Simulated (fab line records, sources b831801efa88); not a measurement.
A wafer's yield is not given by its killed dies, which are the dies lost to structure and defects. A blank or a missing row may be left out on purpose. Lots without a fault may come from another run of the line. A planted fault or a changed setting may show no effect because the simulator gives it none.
Which tool is to blame? + flow sky130 + 33 wafers from 11 lots sampled at 3 of the route's 708 steps

WHAT EACH GAUGE READ, for each wafer
SKY_CONTACT_CD_MEAS_14: target cd 170 nm. Usual: 170.3 nm for cd-nm, sd 1.3.
| lot  | measured     | on        | cd-nm (nm)        | flag |
|------|--------------|-----------|-------------------|------|
| L879 | day 31 07:46 | cd-sem-01 | 170.7 169.3 170.5 |      |
| L880 | day 31 18:46 | cd-sem-02 | 169.3 170.0 168.9 |      |
| L881 | day 32 05:12 | cd-sem-01 | 168.6 169.3 170.1 |      |
| L882 | day 32 07:06 | cd-sem-01 | 171.6 173.0 171.4 |      |
| L883 | day 33 00:51 | cd-sem-01 | 169.7 167.7 169.9 |      |
| L886 | day 34 01:20 | cd-sem-01 | 170.2 169.8 169.7 |      |
| L888 | day 34 16:19 | cd-sem-02 | 170.0 169.4 171.5 |      |
| L890 | day 36 00:43 | cd-sem-02 | 169.5 170.9 169.9 |      |
| L889 | day 36 03:19 | cd-sem-02 | 169.4 170.3 170.2 |      |
| L893 | day 36 05:17 | cd-sem-02 | 171.1 171.7 172.4 |      |
| L901 | day 38 18:20 | cd-sem-01 | 170.7 168.8 169.6 |      |

TOOL THAT RAN EACH LOT (tool first, then ch and the chambers of the sampled wafers, then the start)
| lot  | SKY_SPACER_ETCHBACK_02             | SKY_POLY_CUT_ETCH_11               |
|------|------------------------------------|------------------------------------|
| L879 | rie-diel-02 ch 0,2, day 22 17:45   | rie-diel-03 ch 1,2, day 24 00:24   |
| L880 | rie-diel-02 ch 0,1,2, day 23 04:49 | rie-diel-02 ch 1,2,3, day 24 10:31 |
| L881 | rie-diel-02 ch 0,2,3, day 23 18:31 | rie-diel-04 ch 0,1,3, day 25 00:00 |
| L882 | rie-diel-02 ch 0,1,3, day 23 21:46 | rie-diel-03 ch 1,2,3, day 25 02:57 |
| L883 | rie-diel-04 ch 0,1, day 24 13:06   | rie-diel-02 ch 0,1, day 25 19:06   |
| L886 | rie-diel-01 ch 2,3, day 25 18:25   | rie-diel-03 ch 1,3, day 26 23:21   |
| L888 | rie-diel-02 ch 0,1,2, day 26 08:31 | rie-diel-04 ch 0,3, day 27 13:42   |
| L890 | rie-diel-02 ch 2,3, day 27 19:46   | rie-diel-04 ch 0,1, day 29 00:30   |
| L889 | rie-diel-02 ch 1,2,3, day 27 20:59 | rie-diel-02 ch 1,2, day 29 01:43   |
| L893 | rie-diel-02 ch 2,3, day 28 02:59   | rie-diel-04 ch 1,2, day 29 07:37   |
| L901 | rie-diel-02 ch 0,2,3, day 30 19:49 | rie-diel-04 ch 1,2,3, day 32 00:00 |
- SKY_SPACER_ETCHBACK_02: etches Si3N4 in CH3F/O2, stops on SiO2, time 46.7 s, target depth 45 nm.
- SKY_POLY_CUT_ETCH_11: etches Si3N4 in CF4/CH2F2/Ar, stops on poly-Si, time 42.5 s, target depth 60 nm.

AS READ BY THE TOOLS THEMSELVES (means over the sampled wafers that have a number; for cases with no such wafer, the mark the record gives instead)
SKY_SPACER_ETCHBACK_02. Usual: chamber-pressure-mTorr 25.000 mTorr, standard deviation 0.022; drypump-motor-current-A 5.7 A, standard deviation 0.44; oes-product-au 0.855 a.u., standard deviation 0.0065; throttle-valve-pct 10.562 %, standard deviation 0.0092.
| lot  | tool        | chamber-pressure-mTorr (mTorr) | drypump-motor-current-A (A) | oes-product-au (a.u.) | throttle-valve-pct (%) | flag |
|------|-------------|--------------------------------|-----------------------------|-----------------------|------------------------|------|
| L879 | rie-diel-02 | 24.998                         | 5.4                         | 0.862                 | 10.570                 |      |
| L880 | rie-diel-02 | 24.991                         | 5.5                         | 0.851                 | 10.559                 |      |
| L881 | rie-diel-02 | 25.005                         | 5.6                         | 0.847                 | 10.558                 |      |
| L882 | rie-diel-02 | 24.995                         | 5.7                         | 0.850                 | 10.563                 |      |
| L883 | rie-diel-04 | 25.017                         | 5.9                         | 0.854                 | 10.557                 |      |
| L886 | rie-diel-01 | 24.991                         | 5.2                         | 0.852                 | 10.566                 |      |
| L888 | rie-diel-02 | 24.995                         | 5.5                         | 0.855                 | 10.553                 |      |
| L890 | rie-diel-02 | 24.999                         | 6.0                         | 0.855                 | 10.564                 |      |
| L889 | rie-diel-02 | 25.013                         | 5.8                         | 0.850                 | 10.559                 |      |
| L893 | rie-diel-02 | 25.010                         | 5.8                         | 0.855                 | 10.562                 |      |
| L901 | rie-diel-02 | 25.001                         | 5.6                         | 0.851                 | 10.564                 |      |

SKY_POLY_CUT_ETCH_11. Usual: chamber-pressure-mTorr 40.00 mTorr, standard deviation 0.036; drypump-motor-current-A 5.6 A, standard deviation 0.44; oes-product-au 0.829 a.u., standard deviation 0.0063; throttle-valve-pct 14.994 %, standard deviation 0.0095.
| lot  | tool        | chamber-pressure-mTorr (mTorr) | drypump-motor-current-A (A) | oes-product-au (a.u.) | throttle-valve-pct (%) | flag |
|------|-------------|--------------------------------|-----------------------------|-----------------------|------------------------|------|
| L879 | rie-diel-03 | 39.95                          | 5.9                         | 0.829                 | 15.001                 |      |
| L880 | rie-diel-02 | 40.02                          | 5.8                         | 0.827                 | 14.989                 |      |
| L881 | rie-diel-04 | 40.03                          | 5.7                         | 0.828                 | 14.986                 |      |
| L882 | rie-diel-03 | 40.00                          | 5.5                         | 0.824                 | 14.992                 |      |
| L883 | rie-diel-02 | 40.01                          | 5.4                         | 0.831                 | 14.987                 |      |
| L886 | rie-diel-03 | 39.99                          | 5.1                         | 0.824                 | 15.000                 |      |
| L888 | rie-diel-04 | 39.99                          | 6.0                         | 0.833                 | 15.000                 |      |
| L890 | rie-diel-04 | 39.98                          | 5.5                         | 0.830                 | 14.997                 |      |
| L889 | rie-diel-02 | 39.99                          | 5.6                         | 0.825                 | 14.989                 |      |
| L893 | rie-diel-04 | 39.99                          | 5.5                         | 0.830                 | 15.000                 |      |
| L901 | rie-diel-04 | 40.00                          | 5.5                         | 0.815                 | 14.997                 |      |

THE ANSWER, worked out from the rows above alone
Rule: a lot is off if the mean of its wafers that have a number lies more than 3 standard deviations from the usual mean. Also off: a lot with no number at a reading for which 4 or more lots have one. Any other lot the step has rows for is counted as sound. Order of review: gauges by route order, followed by the tools' own readings, for which a lot's mean as printed above is used. The first step at which some lot is off is used, and at that step the reading that is off furthest; a lot without a number counts as furthest.
No lot is off on any of the readings shown, so nothing can be concluded from this.

WHAT THE SIMULATOR PUT IN
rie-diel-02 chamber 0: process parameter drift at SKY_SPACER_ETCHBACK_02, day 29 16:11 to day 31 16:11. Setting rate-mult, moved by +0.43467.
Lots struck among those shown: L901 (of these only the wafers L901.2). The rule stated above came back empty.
